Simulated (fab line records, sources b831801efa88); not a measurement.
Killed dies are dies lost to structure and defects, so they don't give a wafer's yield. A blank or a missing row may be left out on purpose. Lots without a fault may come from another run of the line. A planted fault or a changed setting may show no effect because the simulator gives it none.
A struck lot beside a sound one | flow sky130 | 19 steps out of a route of 708
Sound: wafers L626.1, L626.2, L626.6. Struck: wafer L612.2. (L612.3, L612.4 of the same lot were not struck and are left out.) The cause comes at the end.
At each step with rows: each side's tool, then ch and its chambers, then its first start. Under that, the readings that differ: sound wafers | struck wafers | difference of the means | sigmas: that difference in standard deviations of wafers without a fault.
alike: readings whose means differ by less than 2 such deviations, and words and numbers that are the same on both sides. not compared: withheld readings, readings that some wafer has no value for, bounds like >300 that may hide the same value, and numbers for which the record gives no deviation and whose values overlap.
The two part at a step that has a row with sigmas, a row that says differs or no value, or rows on one side only. Numbers that don't overlap but have no deviation are shown without sigmas and don't part them. A reading that every wafer of one side lacks parts them only if that side has two wafers or more.

SKY_CONTACT_ETCH_18: etches Si3N4 in CHF3/O2, stops on TiN, time 39 s, target depth 75 nm.
  sound on rie_diel-01 ch 0,1,3; struck on rie_diel-04 ch 3
  reading               | sound             | struck | difference | sigmas
  oes_product_au (a.u.) | 0.851 0.861 0.862 | 0.839  | -0.019     | -2
  rf_fwd_power_W (W)    | 595.6 592.9 596.9 | 588.4  | -6.7       | -3
  alike: chf3_flow_sccm, drypump_motor_current_A, throttle_valve_pct
  not compared: rf_hours_counter_h
then, 6 steps without rows for these wafers: SKY_CONTACT_STRIP_19 (strips in O2/N2); SKY_CONTACT_STRIP_20 (strips in post etch residue remover, time 1200 s); SKY_CONTACT_CLEAN_21 (cleans in IPA, time 180 s); SKY_CONTACT_CLEAN_22 (cleans in O3/DIW); SKY_CONTACT_SPUTTER_23 (material TiN, target thk 20 nm, time 80 s); SKY_CONTACT_CVD_24 (deposits W, target thk 340 nm, time 102.12 s).
SKY_CONTACT_RS_MEAS_25: measures by four-point-probe.
  sound on film_metro-03, day 38 08:42; struck on film_metro-03, day 33 07:13
  alike: CONTACT_W_RS
SKY_CONTACT_THK_MEAS_26: measures by xrf.
  sound on film_metro-03, day 38 08:49; struck on film_metro-03, day 33 07:19
  alike: CONTACT_W_THK
SKY_CONTACT_CMP_27: polishes, stops on SiO2, t overpolish 15 s, target thk 0 nm.
  sound on cmp-02 ch 0,1,2, day 38 09:19; struck on cmp-01 ch 1, day 33 07:25
  alike: motor_current_A, overpolish_run_s, platen_rpm, time_to_endpoint_s
then, 1 step without rows for these wafers: SKY_METAL1_SPUTTER_00 (material Ti, target thk 15 nm, time 10 s).
SKY_METAL1_SPUTTER_01: material TiN, target thk 20 nm, time 16.7 s.
  sound on pvd_sputter-02, day 38 09:32; struck on pvd_sputter-02, day 33 07:41
  alike: cathode_dc_power_W, throttle_valve_pct
SKY_METAL1_SPUTTER_02: material AlCu, target thk 250 nm, time 13.3 s.
  sound on pvd_sputter-02, day 38 09:33; struck on pvd_sputter-02, day 33 07:43
  reading                                     | sound             | struck | difference | sigmas
  cathode_dc_power_W (W)                      | 10598 10600 10600 | 9314.0 | -1285.3    | -99 or more
  model.AlCu_of_METAL1_SPUTTER_02.thk_nm (nm) | 253.2 255 253.8   | 220.6  | -33.4      |
  alike: throttle_valve_pct
SKY_METAL1_SPUTTER_03: material Ti, target thk 5 nm, time 3.3 s.
  sound on pvd_sputter-02, day 38 09:35; struck on pvd_sputter-02, day 33 07:44
  alike: cathode_dc_power_W, throttle_valve_pct
SKY_METAL1_SPUTTER_04: material TiN, target thk 70 nm, time 58.3 s.
  sound on pvd_sputter-02, day 38 09:36; struck on pvd_sputter-02, day 33 07:46
  alike: cathode_dc_power_W, throttle_valve_pct
SKY_METAL1_RS_MEAS_05: measures by four-point-probe.
  sound on film_metro-04, day 38 09:39; struck on film_metro-03, day 33 07:50
  reading                 | sound                | struck | difference | sigmas
  METAL1_ALCU_RS (ohm/sq) | 0.1251 0.1244 0.1248 | 0.1446 | +0.0198    | +14
SKY_METAL1_THK_MEAS_06: measures by xrf.
  sound on film_metro-04, day 38 09:46; struck on film_metro-03, day 33 07:56
  reading              | sound       | struck | difference | sigmas
  METAL1_ALCU_THK (nm) | 257 258 257 | 225    | -32        | -10
then, 1 step without rows for these wafers: SKY_METAL1_DEHYDRATE_07 (time 60 s).
-- the record jumps here: 14 days lie between the struck wafers' starts before and after (it left off in module METAL1 and takes up again in module PAD_OPEN, whose first step shown is number 708 of the route) --
SKY_PAD_OPEN_PROBE_99:
  sound on prober-01, day 50 15:51; struck on prober-01, day 47 01:33
  reading                      | sound                | struck | difference | sigmas
  sort_bin_6_memory (%)        | 6.5 5.5 7.7          | 4.3    | -2.3       | -2
  model.etest.met1.line_ohm_um | 0.9113 0.9262 0.929  | 1.048  | +0.126     |
  model.etest.met1.rs_ohm_sq   | 0.1274 0.1251 0.1262 | 0.1458 | +0.0196    |
  alike: defect_limited_yield, killed_at_M0_to_M3, killed_at_M4_up, killed_at_contacts, killed_at_front_end, killed_at_other, killed_dies, killed_open, killed_short, sort_bin_3_pad_short, sort_bin_5_function, sort_n_pass, sort_yield_pct

WHERE THEY PART
First at SKY_CONTACT_ETCH_18; last, within this record, at SKY_PAD_OPEN_PROBE_99.

WHY: what the simulator had put in
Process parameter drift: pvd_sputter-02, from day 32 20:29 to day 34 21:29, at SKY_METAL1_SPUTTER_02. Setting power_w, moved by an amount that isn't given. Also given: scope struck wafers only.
